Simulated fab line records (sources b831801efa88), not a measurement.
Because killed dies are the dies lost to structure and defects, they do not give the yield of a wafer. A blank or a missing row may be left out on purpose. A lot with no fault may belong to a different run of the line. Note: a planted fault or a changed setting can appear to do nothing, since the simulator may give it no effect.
fab line records	flow sky130	part 1 of 2: steps 1 to 27 of 39
record: lots: 5	wafers: 15	last_day: 49
route steps=708 shown SONOS_ONO@178 GATE_OXIDE@187 POLY_GATE@204 RES_PROTECT@206
lots with no fault: from the same line, run without faults
start_h: start of the lot's first displayed wafer, in hours after the record's first day	wait_h: time in hours since the lot's previous step	" unchanged from the row above	L1.1+2: a row that stands for several wafers	- no value, or no start given	* or withheld: withheld	< > ~ a bound
route shown NAME@n: a module of which the file shows steps, and the number in the route of the first	usual: average and standard deviation across the fault-free wafers	same: alike in all rows	chamber/n: place in a boat	sites: the reading at each site	_std_site: standard deviation across them	_edge_site: outer sites' mean less inner sites'	radius_mm: how far each site lies from the wafer's centre	mask NAME#n: copy n	behind: the most recent tool/chamber to have shaped the wafer	hold: reason for holding the lot/hours on hold/outcome of the hold	device: whichever transistor did not switch (one of n, p or np)	end of line: at the end of the route, the tests of the same wafers	a step given without rows: its recipe and nothing more	killed: dies lost to structure and defects at the first sort, not the wafer's yield	map: per-die view of a wafer (x killed, . not killed, _ where there is no die)
set.NAME: setting as actually run; set.NAME@STEP: the setting as run at that earlier step	model.NAME: the simulator's own value behind a step, which no gauge read
lots at some steps of the route; a table a step, a row a wafer
services: from which hour (start_h, from the record's first day; less than 0 if before it) a tool's chamber was out of use, for how many hours, and why
== steps ==
step: SKY_SONOS_ONO_EXPOSE_10
recipe: mask_id: ONOM	target_cd_nm: 410	na: 0.6	source_shape: conventional	sigma_outer: 0.6	dose_mj: 150
usual: exposure_dose_mJ_cm2: 150.02/0.13
lot.wafer	tool	chamber	start_h	wait_h	mask	exposure_dose_mJ_cm2
L076.2	iline_stepper-01	0	-	-	ONOM#0	149.85
L076.3	"	0	"	"	ONOM#0	150.17
L076.6	"	0	"	"	ONOM#0	150.05
L078.4	iline_stepper-01	0	-	-	ONOM#0	150.13
L078.5	"	0	"	"	ONOM#0	149.92
L078.6	"	0	"	"	ONOM#0	150.12
L084.1	iline_stepper-01	0	-	-	ONOM#0	149.99
L084.2	"	0	"	"	ONOM#0	150.06
L084.3	"	0	"	"	ONOM#0	149.99
L087.1	iline_stepper-02	0	-	-	ONOM#0	150.06
L087.2	"	0	"	"	ONOM#0	150.01
L087.4	"	0	"	"	ONOM#0	150.04
L093.4	iline_stepper-02	0	-	-	ONOM#0	149.97
L093.5	"	0	"	"	ONOM#0	150.16
L093.6	"	0	"	"	ONOM#0	149.99
step: SKY_SONOS_ONO_PEB_11
recipe: temp_c: withheld	time_s: *	resist: NOVOLAK
lot.wafer	tool	chamber	start_h	wait_h
L076.2+3+6	litho_track-01	0	-	-
L078.4+5+6	litho_track-04	0	-	-
L084.1+2+3	litho_track-01	0	-	-
L087.1+2+4	litho_track-03	0	-	-
L093.4+5+6	litho_track-03	0	-	-
step: SKY_SONOS_ONO_DEVELOP_12
recipe: develop_time_s: 60	dev_temp_c: 23
usual: developer_temp_C: 22.99/0.11
lot.wafer	tool	chamber	start_h	wait_h	developer_temp_C
L076.2	litho_track-01	0	292.19	0.1	23.02
L076.3	"	0	"	"	23.05
L076.6	"	0	"	"	23.01
L078.4	litho_track-04	0	311.77	0.1	22.84
L078.5	"	0	"	"	22.83
L078.6	"	0	"	"	22.77
L084.1	litho_track-01	0	357.06	0.1	23.07
L084.2	"	0	"	"	23.12
L084.3	"	0	"	"	23.09
L087.1	litho_track-03	0	388.33	0.1	22.85
L087.2	"	0	"	"	23.00
L087.4	"	0	"	"	22.82
L093.4	litho_track-03	0	432.20	0.1	22.93
L093.5	"	0	"	"	22.98
L093.6	"	0	"	"	23.03
step: SKY_SONOS_ONO_CD_MEAS_13
recipe: target_cd_nm: 410
usual: cd_nm: 410.0/2.3
lot.wafer	tool	chamber	start_h	wait_h	cd_nm
L076.2	cd_sem-01	-	292.33	0.1	408.0
L076.3	"	-	"	"	408.6
L076.6	"	-	"	"	410.0
L078.4	cd_sem-02	-	311.90	0.1	407.6
L078.5	"	-	"	"	408.2
L078.6	"	-	"	"	410.6
L084.1	cd_sem-02	-	357.21	0.1	406.0
L084.2	"	-	"	"	408.1
L084.3	"	-	"	"	407.1
L087.1	cd_sem-02	-	388.48	0.1	409.8
L087.2	"	-	"	"	411.1
L087.4	"	-	"	"	409.7
L093.4	cd_sem-02	-	432.34	0.1	409.4
L093.5	"	-	"	"	411.1
L093.6	"	-	"	"	407.7
step: SKY_SONOS_ONO_OVL_MEAS_14
usual: SONOS_ONO_OVL: -0.6/1.2
lot.wafer	tool	chamber	start_h	wait_h	SONOS_ONO_OVL[nm]
L076.2	overlay-01	-	292.44	0.1	1.6
L076.3	"	-	"	"	1.8
L076.6	"	-	"	"	0.8
L078.4	overlay-01	-	311.98	0.1	-0.1
L078.5	"	-	"	"	0.3
L078.6	"	-	"	"	0.4
L084.1	overlay-02	-	357.33	0.1	-1.4
L084.2	"	-	"	"	-0.1
L084.3	"	-	"	"	0.0
L087.1	overlay-02	-	388.60	0.1	-1.2
L087.2	"	-	"	"	-0.7
L087.4	"	-	"	"	-0.2
L093.4	overlay-01	-	432.42	0.1	-2.0
L093.5	"	-	"	"	-2.0
L093.6	"	-	"	"	-0.8
step: SKY_SONOS_ONO_ETCH_15
recipe: target_depth_nm: 19.52	chemistry: CHF3/O2	source_w: 600	bias_w: 200	pressure_mtorr: 40	chf3_flow_sccm: 50	O2_flow_sccm: 5	time_s: 7.8
usual: drypump_motor_current_A: 5.6/0.47	oes_product_au: 0.997/0.0075	throttle_valve_pct: 8.824/0.0092
lot.wafer	tool	chamber	start_h	wait_h	drypump_motor_current_A	oes_product_au	rf_hours_counter_h	throttle_valve_pct
L076.2	rie_diel-03	2	292.47	0.0	5.7	0.994	1	8.821
L076.3	"	1	"	"	6.0	0.982	0	8.828
L076.6	"	0	"	"	6.3	1.001	-	8.831
L078.4	rie_diel-02	0	312.00	0.0	5.2	1.007	28	8.821
L078.5	"	1	"	"	5.2	0.990	-	8.827
L078.6	"	2	"	"	6.0	0.997	-	8.812
L084.1	rie_diel-02	3	357.37	0.0	5.5	0.994	14	8.795
L084.2	"	1	"	"	5.2	0.992	4	8.819
L084.3	"	2	"	"	6.1	0.998	6	8.826
L087.1	rie_diel-01	2	388.63	0.0	5.1	0.990	0	8.824
L087.2	"	0	"	"	5.8	0.996	69	8.830
L087.4	"	3	"	"	4.8	0.989	47	8.821
L093.4	rie_diel-02	3	432.43	0.0	5.5	1.000	16	8.816
L093.5	"	2	"	"	6.1	0.997	-	8.808
L093.6	"	1	"	"	5.2	0.986	-	8.824
step: SKY_SONOS_ONO_WET_ETCH_16
recipe: chemistry: dHF	target_depth_nm: 14	dry: n2_spin	target: SiO2	dilution: 100:1	temp_c: 25	time_s: 280
lot.wafer	tool	chamber	start_h	wait_h
L076.2+3+6	wet_bench-04	0	292.49	0.0
L078.4+5+6	wet_bench-03	3	312.02	0.0
L084.1+2+3	wet_bench-03	3	357.39	0.0
L087.1+2+4	wet_bench-02	2	388.66	0.0
L093.4+5+6	wet_bench-03	2	432.46	0.0
step: SKY_SONOS_ONO_STRIP_17
recipe: chemistry: O2/N2	power_w: 1400	pressure_mtorr: 1500	platen_temp_c: withheld	o2_flow_sccm: 3000	n2_flow_sccm: 300	overash_fraction: 0.5
usual: drypump_motor_current_A: 5.7/0.43	oes_product_au: 0.710/0.0045	strip_time_to_endpoint_s: 14.08/0.045
lot.wafer	tool	chamber	start_h	wait_h	drypump_motor_current_A	oes_product_au	rf_hours_counter_h	strip_time_to_endpoint_s
L076.2	plasma_asher-02	0	292.57	0.0	5.3	0.706	17	14.05
L076.3	"	1	"	"	6.2	0.714	-	14.04
L076.6	"	1	"	"	6.2	0.705	-	14.03
L078.4	plasma_asher-02	1	312.14	0.0	6.1	0.711	-	14.06
L078.5	"	0	"	"	5.2	0.711	-	14.10
L078.6	"	1	"	"	6.2	0.708	-	14.07
L084.1	plasma_asher-04	0	357.47	0.0	5.6	0.713	55	14.08
L084.2	"	1	"	"	6.3	0.709	55	14.08
L084.3	"	1	"	"	6.3	0.706	-	14.16
L087.1	plasma_asher-02	1	388.74	0.0	6.2	0.710	26	14.10
L087.2	"	0	"	"	5.3	0.705	26	14.09
L087.4	"	0	"	"	5.3	0.713	-	14.10
L093.4	plasma_asher-03	1	432.68	0.0	5.2	0.707	-	14.11
L093.5	"	1	"	"	5.3	0.706	-	14.06
L093.6	"	0	"	"	5.8	0.709	-	14.06
step: SKY_SONOS_ONO_WET_ETCH_18
recipe: chemistry: H3PO4	target_depth_nm: 15	target: Si3N4	temp_c: 160	time_s: 172
lot.wafer	tool	chamber	start_h	wait_h
L076.2+3+6	wet_bench-02	1	292.67	0.1
L078.4+5+6	wet_bench-02	1	312.21	0.0
L084.1+2+3	wet_bench-03	0	357.57	0.1
L087.1+2+4	wet_bench-04	0	388.84	0.1
L093.4+5+6	wet_bench-02	0	432.74	0.0
step: SKY_GATE_OXIDE_CLEAN_00
recipe: chemistry: SC1/SC2	mix: 1:4:20	temp_c: 70	time_s: 150	dry: n2_spin
lot.wafer	tool	chamber	start_h	wait_h
L076.2+3+6	wet_bench-04	0	292.73	0.0
L078.4+5+6	wet_bench-03	3	312.27	0.0
L084.1+2+3	wet_bench-03	3	357.63	0.0
L087.1+2+4	wet_bench-02	1	388.90	0.0
L093.4+5+6	wet_bench-04	0	432.87	0.0
step: SKY_GATE_OXIDE_OXIDATION_01
recipe: temp_c: 900	ambient: O2	stabilise_s: 600	purge_s: 300	target_thk_a: 102.68	ox_time_s: 1473
usual: ox_temp_c_max: 904.6/1.4	zone_power_centre_pct: 18.63/0.29
same: stabilise_s: 600
lot.wafer	tool	chamber	start_h	wait_h	ox_temp_c_max	zone_power_centre_pct
L076.2	furnace-01	0	294.91	2.1	904.9	18.55
L076.3	"	0	"	"	905.8	18.49
L076.6	"	0	"	"	906.0	18.49
L078.4	furnace-02	0	312.33	0.0	903.4	18.84
L078.5	"	0	"	"	902.8	19.24
L078.6	"	0	"	"	903.6	18.93
L084.1	furnace-01	0	359.35	1.7	906.3	18.44
L084.2	"	0	"	"	904.6	18.58
L084.3	"	0	"	"	904.7	18.49
L087.1	furnace-01	0	388.95	0.0	907.0	18.40
L087.2	"	0	"	"	906.3	18.38
L087.4	"	0	"	"	905.7	18.48
L093.4	furnace-02	0	433.14	0.2	903.1	19.14
L093.5	"	0	"	"	903.3	19.11
L093.6	"	0	"	"	903.1	19.49
step: SKY_GATE_OXIDE_THK_MEAS_02
recipe: reads: SiO2_of_GATE_OXIDE_OXIDATION_01
usual: GATE_OXIDE_OXIDATION_00_THK: 10.32/0.18
lot.wafer	tool	chamber	start_h	wait_h	GATE_OXIDE_OXIDATION_00_THK[nm]
L076.2	film_metro-03	-	296.32	0.0	10.28
L076.3	"	-	"	"	10.46
L076.6	"	-	"	"	10.28
L078.4	film_metro-03	-	313.77	0.0	10.46
L078.5	"	-	"	"	10.27
L078.6	"	-	"	"	10.43
L084.1	film_metro-02	-	360.76	0.0	10.21
L084.2	"	-	"	"	10.32
L084.3	"	-	"	"	10.25
L087.1	film_metro-04	-	390.36	0.0	10.48
L087.2	"	-	"	"	10.51
L087.4	"	-	"	"	10.42
L093.4	film_metro-02	-	434.58	0.0	10.49
L093.5	"	-	"	"	10.39
L093.6	"	-	"	"	10.42
step: SKY_GATE_OXIDE_DEHYDRATE_03
recipe: temp_c: 200	time_s: 60
lot.wafer	tool	chamber	start_h	wait_h
L076.2+3+6	litho_track-04	0	308.12	11.8
L078.4+5+6	litho_track-04	0	326.07	12.3
L084.1+2+3	litho_track-04	0	374.64	13.9
L087.1+2+4	litho_track-02	0	404.79	14.4
L093.4+5+6	litho_track-02	0	449.47	14.9
step: SKY_GATE_OXIDE_HMDS_04
recipe: prime_time_s: 60	prime_temp_c: 120
lot.wafer	tool	chamber	start_h	wait_h
L076.2+3+6	litho_track-04	0	308.27	0.1
L078.4+5+6	litho_track-04	0	326.22	0.1
L084.1+2+3	litho_track-04	0	374.79	0.1
L087.1+2+4	litho_track-02	0	404.94	0.1
L093.4+5+6	litho_track-02	0	449.62	0.1
step: SKY_GATE_OXIDE_COAT_05
recipe: resist: NOVOLAK	spin_rpm: 3000	resist_thk_nm: 1162
lot.wafer	tool	chamber	start_h	wait_h
L076.2+3+6	litho_track-04	0	308.42	0.1
L078.4+5+6	litho_track-04	0	326.37	0.1
L084.1+2+3	litho_track-04	0	374.94	0.1
L087.1+2+4	litho_track-02	0	405.09	0.1
L093.4+5+6	litho_track-02	0	449.77	0.1
step: SKY_GATE_OXIDE_SOFTBAKE_06
recipe: temp_c: 90	time_s: 60	resist: NOVOLAK
lot.wafer	tool	chamber	start_h	wait_h
L076.2+3+6	litho_track-04	0	308.57	0.1
L078.4+5+6	litho_track-04	0	326.52	0.1
L084.1+2+3	litho_track-04	0	375.09	0.1
L087.1+2+4	litho_track-02	0	405.24	0.1
L093.4+5+6	litho_track-02	0	449.92	0.1
step: SKY_GATE_OXIDE_EXPOSE_07
recipe: mask_id: LVOM	na: 0.6	source_shape: conventional	sigma_outer: 0.6	polarization: unpolarized	target_cd_nm: 600	dose_mj: 170
usual: exposure_dose_mJ_cm2: 169.98/0.17
lot.wafer	tool	chamber	start_h	wait_h	mask	exposure_dose_mJ_cm2
L076.2	iline_stepper-02	0	-	-	LVOM#0	169.79
L076.3	"	0	"	"	LVOM#0	169.99
L076.6	"	0	"	"	LVOM#0	169.97
L078.4	iline_stepper-02	0	-	-	LVOM#0	169.77
L078.5	"	0	"	"	LVOM#0	170.09
L078.6	"	0	"	"	LVOM#0	169.81
L084.1	iline_stepper-01	0	-	-	LVOM#0	169.88
L084.2	"	0	"	"	LVOM#0	170.11
L084.3	"	0	"	"	LVOM#0	170.16
L087.1	iline_stepper-01	0	-	-	LVOM#0	169.99
L087.2	"	0	"	"	LVOM#0	170.30
L087.4	"	0	"	"	LVOM#0	169.97
L093.4	iline_stepper-01	0	-	-	LVOM#0	169.73
L093.5	"	0	"	"	LVOM#0	170.18
L093.6	"	0	"	"	LVOM#0	170.14
step: SKY_GATE_OXIDE_PEB_08
recipe: temp_c: withheld	time_s: *	resist: NOVOLAK
lot.wafer	tool	chamber	start_h	wait_h
L076.2+3+6	litho_track-02	0	-	-
L078.4+5+6	litho_track-04	0	-	-
L084.1+2+3	litho_track-04	0	-	-
L087.1+2+4	litho_track-04	0	-	-
L093.4+5+6	litho_track-02	0	-	-
step: SKY_GATE_OXIDE_DEVELOP_09
recipe: resist: NOVOLAK	developer: TMAH	develop_time_s: 60	dev_temp_c: 23
usual: developer_temp_C: 23.02/0.11
lot.wafer	tool	chamber	start_h	wait_h	developer_temp_C
L076.2	litho_track-02	0	321.52	0.1	23.12
L076.3	"	0	"	"	23.16
L076.6	"	0	"	"	23.03
L078.4	litho_track-04	0	340.32	0.1	23.12
L078.5	"	0	"	"	22.88
L078.6	"	0	"	"	22.95
L084.1	litho_track-04	0	389.29	0.1	23.26
L084.2	"	0	"	"	23.12
L084.3	"	0	"	"	23.12
L087.1	litho_track-04	0	419.99	0.1	23.25
L087.2	"	0	"	"	23.09
L087.4	"	0	"	"	22.99
L093.4	litho_track-02	0	465.27	0.1	23.06
L093.5	"	0	"	"	22.94
L093.6	"	0	"	"	23.07
step: SKY_GATE_OXIDE_OVL_MEAS_10
usual: GATE_OXIDE_OVL: 0.6/1.5
lot.wafer	tool	chamber	start_h	wait_h	GATE_OXIDE_OVL[nm]
L076.2	overlay-01	-	321.65	0.1	3.4
L076.3	"	-	"	"	2.7
L076.6	"	-	"	"	4.7
L078.4	overlay-01	-	340.41	0.1	0.7
L078.5	"	-	"	"	1.8
L078.6	"	-	"	"	0.0
L084.1	overlay-01	-	389.44	0.1	-0.6
L084.2	"	-	"	"	-0.5
L084.3	"	-	"	"	-0.4
L087.1	overlay-02	-	420.14	0.1	0.5
L087.2	"	-	"	"	2.5
L087.4	"	-	"	"	1.8
L093.4	overlay-01	-	465.36	0.1	2.4
L093.5	"	-	"	"	3.0
L093.6	"	-	"	"	0.9
step: SKY_GATE_OXIDE_IMPLANT_11
recipe: species: B	energy_kev: 10	dose_cm2: 2.6e+12	tilt_deg: withheld
usual: beam_energy_keV: 9.9997/0.0029	beam_on_s: 9.99/0.22	faraday_current_uA: 14.7/0.31
lot.wafer	tool	chamber	start_h	wait_h	beam_energy_keV	beam_on_s	faraday_current_uA
L076.2	implanter-01	0	321.71	0.0	9.9991	10.00	14.6
L076.3	"	0	"	"	10.0000	10.05	14.6
L076.6	"	0	"	"	10.002	10.23	14.4
L078.4	implanter-01	0	340.50	0.1	9.9988	10.38	14.2
L078.5	"	0	"	"	10.001	10.15	14.4
L078.6	"	0	"	"	9.9982	10.08	14.5
L084.1	implanter-03	0	389.48	0.0	10.003	10.30	14.2
L084.2	"	0	"	"	10.002	10.00	14.7
L084.3	"	0	"	"	9.9981	10.09	14.6
L087.1	implanter-04	0	420.18	0.0	9.9927	10.29	14.2
L087.2	"	0	"	"	9.9966	10.12	14.5
L087.4	"	0	"	"	10.006	9.85	14.9
L093.4	implanter-03	0	465.46	0.1	10.001	9.77	15.0
L093.5	"	0	"	"	10.001	9.47	15.4
L093.6	"	0	"	"	10.004	10.06	14.6
step: SKY_GATE_OXIDE_WET_ETCH_12
recipe: chemistry: dHF	target_depth_nm: 16.8	dry: n2_spin	target: SiO2	dilution: 100:1	temp_c: 25	time_s: 336
lot.wafer	tool	chamber	start_h	wait_h
L076.2+3+6	wet_bench-03	0	321.83	0.1
L078.4+5+6	wet_bench-03	2	340.58	0.1
L084.1+2+3	wet_bench-02	2	389.63	0.1
L087.1+2+4	wet_bench-04	3	420.33	0.1
L093.4+5+6	wet_bench-03	2	465.53	0.1
step: SKY_GATE_OXIDE_STRIP_13
recipe: chemistry: O2/N2	power_w: 1400	pressure_mtorr: 1500	platen_temp_c: withheld	o2_flow_sccm: 3000	n2_flow_sccm: 300	overash_fraction: 0.5
usual: drypump_motor_current_A: 5.7/0.4	oes_product_au: 0.716/0.0044	strip_time_to_endpoint_s: 14.41/0.04
lot.wafer	tool	chamber	start_h	wait_h	drypump_motor_current_A	oes_product_au	rf_hours_counter_h	strip_time_to_endpoint_s
L076.2	plasma_asher-02	1	321.93	0.0	6.2	0.714	19	14.42
L076.3	"	1	"	"	6.2	0.725	-	14.45
L076.6	"	1	"	"	6.2	0.704	-	14.47
L078.4	plasma_asher-01	1	340.71	0.0	5.5	0.710	-	14.33
L078.5	"	1	"	"	5.5	0.714	-	14.44
L078.6	"	0	"	"	5.3	0.715	-	14.36
L084.1	plasma_asher-04	1	389.73	0.0	6.4	0.720	58	14.45
L084.2	"	0	"	"	5.6	0.715	58	14.41
L084.3	"	0	"	"	5.6	0.713	-	14.42
L087.1	plasma_asher-01	1	420.44	0.0	5.5	0.721	73	14.42
L087.2	"	0	"	"	5.4	0.720	73	14.40
L087.4	"	0	"	"	5.4	0.714	-	14.43
L093.4	plasma_asher-01	0	465.67	0.0	5.3	0.720	-	14.40
L093.5	"	0	"	"	5.3	0.708	-	14.35
L093.6	"	1	"	"	5.5	0.711	-	14.42
step: SKY_GATE_OXIDE_TW_MEAS_14
usual: GATE_OXIDE_TW: 224.3/1.1
lot.wafer	tool	chamber	start_h	wait_h	GATE_OXIDE_TW
L076.2	film_metro-02	-	322.04	0.1	222.6
L076.3	"	-	"	"	223.6
L076.6	"	-	"	"	224.6
L078.4	film_metro-03	-	340.81	0.1	224.6
L078.5	"	-	"	"	223.2
L078.6	"	-	"	"	223.2
L084.1	film_metro-03	-	389.83	0.1	224.3
L084.2	"	-	"	"	224.2
L084.3	"	-	"	"	223.9
L087.1	film_metro-03	-	420.54	0.1	225.5
L087.2	"	-	"	"	225.6
L087.4	"	-	"	"	225.2
L093.4	film_metro-04	-	465.76	0.1	222.3
L093.5	"	-	"	"	222.4
L093.6	"	-	"	"	222.7
step: SKY_GATE_OXIDE_CLEAN_15
recipe: chemistry: SC1/SC2	mix: 1:4:20	temp_c: 70	time_s: 150	dry: n2_spin
lot.wafer	tool	chamber	start_h	wait_h
L076.2+3+6	wet_bench-02	1	322.09	0.0
L078.4+5+6	wet_bench-03	2	340.84	0.0
L084.1+2+3	wet_bench-03	3	389.89	0.1
L087.1+2+4	wet_bench-02	0	420.60	0.1
L093.4+5+6	wet_bench-04	2	465.79	0.0
step: SKY_GATE_OXIDE_OXIDATION_16
recipe: temp_c: 800	ambient: O2	idle_temp_c: 700	ramp_up_c_per_min: 10	ramp_down_c_per_min: 3	stabilise_s: 600	purge_s: 300	target_thk_a: 35.7	ox_time_s: 1915
usual: ox_temp_c_max: 803.5/1.3	ramp_down_c_per_min: 3.0000/0.00052	zone_power_centre_pct: 14.70/0.23
same: stabilise_s: 600
lot.wafer	tool	chamber	start_h	wait_h	ox_temp_c_max	ramp_down_c_per_min	zone_power_centre_pct
L076.2	furnace-02	0	323.18	1.0	802.2	2.9995	14.89
L076.3	"	0	"	"	802.5	3.0001	15.06
L076.6	"	0	"	"	802.4	2.9998	15.05
L078.4	furnace-01	0	341.55	0.7	805.1	2.9997	14.45
L078.5	"	0	"	"	805.4	3.0003	14.22
L078.6	"	0	"	"	804.4	3.0008	14.85
L084.1	furnace-02	0	389.94	0.0	802.0	3.0003	14.84
L084.2	"	0	"	"	802.7	2.9999	15.03
L084.3	"	0	"	"	801.4	3.0007	14.71
L087.1	furnace-02	0	421.63	0.9	801.6	3.0004	14.80
L087.2	"	0	"	"	802.1	2.9992	14.93
L087.4	"	0	"	"	802.6	3.0007	14.75
L093.4	furnace-02	0	465.85	0.0	802.1	2.9999	14.73
L093.5	"	0	"	"	802.6	2.9998	14.82
L093.6	"	0	"	"	802.7	3.0005	15.05
step: SKY_POLY_GATE_CVD_00
recipe: material: poly-Si	target_thk_nm: 180	temp_c: 620	time_s: 720	pressure_mtorr: 200
usual: pressure_mtorr: 200.0/0.44	zone_power_centre_pct: 8.98/0.12
lot.wafer	tool	chamber	start_h	wait_h	pressure_mtorr	zone_power_centre_pct
L076.2	lpcvd-01	0	324.71	0.0	199.5	8.91
L076.3	"	0	"	"	199.8	8.91
L076.6	"	0	"	"	199.8	8.73
L078.4	lpcvd-01	1	343.08	0.0	199.8	9.14
L078.5	"	1	"	"	200.0	9.06
L078.6	"	1	"	"	200.1	8.99
L084.1	lpcvd-01	1	391.47	0.0	199.7	9.04
L084.2	"	1	"	"	199.6	9.11
L084.3	"	1	"	"	199.9	9.01
L087.1	lpcvd-01	0	423.16	0.0	200.6	9.03
L087.2	"	0	"	"	199.9	8.83
L087.4	"	0	"	"	200.1	8.87
L093.4	lpcvd-01	1	467.38	0.0	200.4	9.06
L093.5	"	1	"	"	200.3	9.04
L093.6	"	1	"	"	199.7	9.21
